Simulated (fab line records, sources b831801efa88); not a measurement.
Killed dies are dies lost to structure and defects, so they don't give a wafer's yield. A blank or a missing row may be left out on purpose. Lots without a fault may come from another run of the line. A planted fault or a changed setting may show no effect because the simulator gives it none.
Tool commonality check | flow gf180mcu | 15 lots, 54 wafers sampled

WHY IT WAS OPENED
At GF_DUAL_GATE_THK_MEAS_03 the reading DUAL_GATE_OXIDATION_00_THK is flagged on 3 of 15 lots. Wafers without a fault read 10.89 nm, standard deviation 0.22.
Rule: a lot is flagged when every wafer of it that has a number lies more than 4 standard deviations from that mean, or none has a number. The other lots count as sound.

lot  | measured     | on            | DUAL_GATE_OXIDATION_00_THK (nm), wafer by wafer | flag
L833 | day 7 18:13  | film_metro-02 | 10.87 10.58 10.76                               |
L834 | day 8 01:40  | film_metro-03 | 10.63 10.56 10.72                               |
L835 | day 8 05:34  | film_metro-02 | 10.95 11.00 10.89                               |
L837 | day 8 20:12  | film_metro-02 | 10.89 11.02 11.10                               |
L840 | day 9 12:46  | film_metro-02 | 10.65 10.50 10.56                               |
L841 | day 9 19:13  | film_metro-02 | 10.56 10.56 10.66                               |
L842 | day 10 05:07 | film_metro-01 | 10.66 10.75 10.80                               |
L843 | day 10 12:09 | film_metro-03 | 11.06 10.96 10.97                               |
L844 | day 10 15:08 | film_metro-02 | 11.01 10.80 11.00                               |
L846 | day 11 07:58 | film_metro-03 | 12.54 12.45 12.39 12.52 12.42 12.44             | FLAGGED
L848 | day 11 20:17 | film_metro-03 | 12.19 12.25 12.36 12.16 12.24 12.35             | FLAGGED
L850 | day 12 08:43 | film_metro-03 | 12.41 12.50 12.48 12.39 12.54 12.48             | FLAGGED
L854 | day 13 09:40 | film_metro-02 | 11.00 10.91 10.90                               |
L855 | day 13 20:21 | film_metro-01 | 10.92 10.96 10.89                               |
L856 | day 14 07:22 | film_metro-02 | 10.84 10.79 11.04                               |
The numbers of the flagged lots are 12.39 nm on average: +1.50 nm against the usual, or +7 standard deviations.

WHICH TOOL RAN EACH LOT
The record holds 1 process step before the reading, out of a route of 602 steps. In each cell: the tool, then ch and the chambers that the sampled wafers went through, then the start.
lot  | flag    | GF_DUAL_GATE_OXIDATION_02
L833 |         | furnace-01 ch 0, day 7 16:46
L834 |         | furnace-02 ch 0, day 8 00:12
L835 |         | furnace-01 ch 0, day 8 04:07
L837 |         | furnace-02 ch 0, day 8 18:45
L840 |         | furnace-01 ch 0, day 9 11:18
L841 |         | furnace-01 ch 0, day 9 17:45
L842 |         | furnace-01 ch 0, day 10 03:40
L843 |         | furnace-01 ch 0, day 10 10:42
L844 |         | furnace-01 ch 0, day 10 13:41
L846 | FLAGGED | furnace-01 ch 0, day 11 06:31
L848 | FLAGGED | furnace-01 ch 0, day 11 18:50
L850 | FLAGGED | furnace-01 ch 0, day 12 07:16
L854 |         | furnace-02 ch 0, day 13 08:13
L855 |         | furnace-02 ch 0, day 13 18:54
L856 |         | furnace-02 ch 0, day 14 05:55
What these steps do:
- GF_DUAL_GATE_OXIDATION_02: stabilise 600 s, purge 300 s, target thk 10.887 nm.
- GF_DUAL_GATE_THK_MEAS_03

FLAGGED OVER TOTAL, TOOL BY TOOL (the gauges that took the reading come last)
step                      | tool          | lots run | flagged | share of the flagged lots | sound lots run after its first flagged lot
GF_DUAL_GATE_OXIDATION_02 | furnace-01    | 10       | 3       | all                       | 0
GF_DUAL_GATE_OXIDATION_02 | furnace-02    | 5        | 0       | none                      | -
GF_DUAL_GATE_THK_MEAS_03  | film_metro-01 | 2        | 0       | none                      | -
GF_DUAL_GATE_THK_MEAS_03  | film_metro-02 | 8        | 0       | none                      | -
GF_DUAL_GATE_THK_MEAS_03  | film_metro-03 | 5        | 3       | all                       | 0

WHAT THE TABLE ALLOWS
2 rows of the table ran every flagged lot: furnace-01 at GF_DUAL_GATE_OXIDATION_02, film_metro-03 at GF_DUAL_GATE_THK_MEAS_03.
- furnace-01 at GF_DUAL_GATE_OXIDATION_02: 3 of its 10 lots flagged. Its last sound lot is L844 (day 10 13:41), its first flagged lot L846 (day 11 06:31): a fault that began between those two fits.
- film_metro-03 at GF_DUAL_GATE_THK_MEAS_03: 3 of its 5 lots flagged. Its last sound lot is L843 (day 10 12:09), its first flagged lot L846 (day 11 07:58): a fault that began between those two fits.
Counting lots can't tell these 2 tools apart, because each fits a fault that began at some hour. More lots, or a look at what each step does to the wafer, might.

WHAT THE SIMULATOR HAD PUT IN
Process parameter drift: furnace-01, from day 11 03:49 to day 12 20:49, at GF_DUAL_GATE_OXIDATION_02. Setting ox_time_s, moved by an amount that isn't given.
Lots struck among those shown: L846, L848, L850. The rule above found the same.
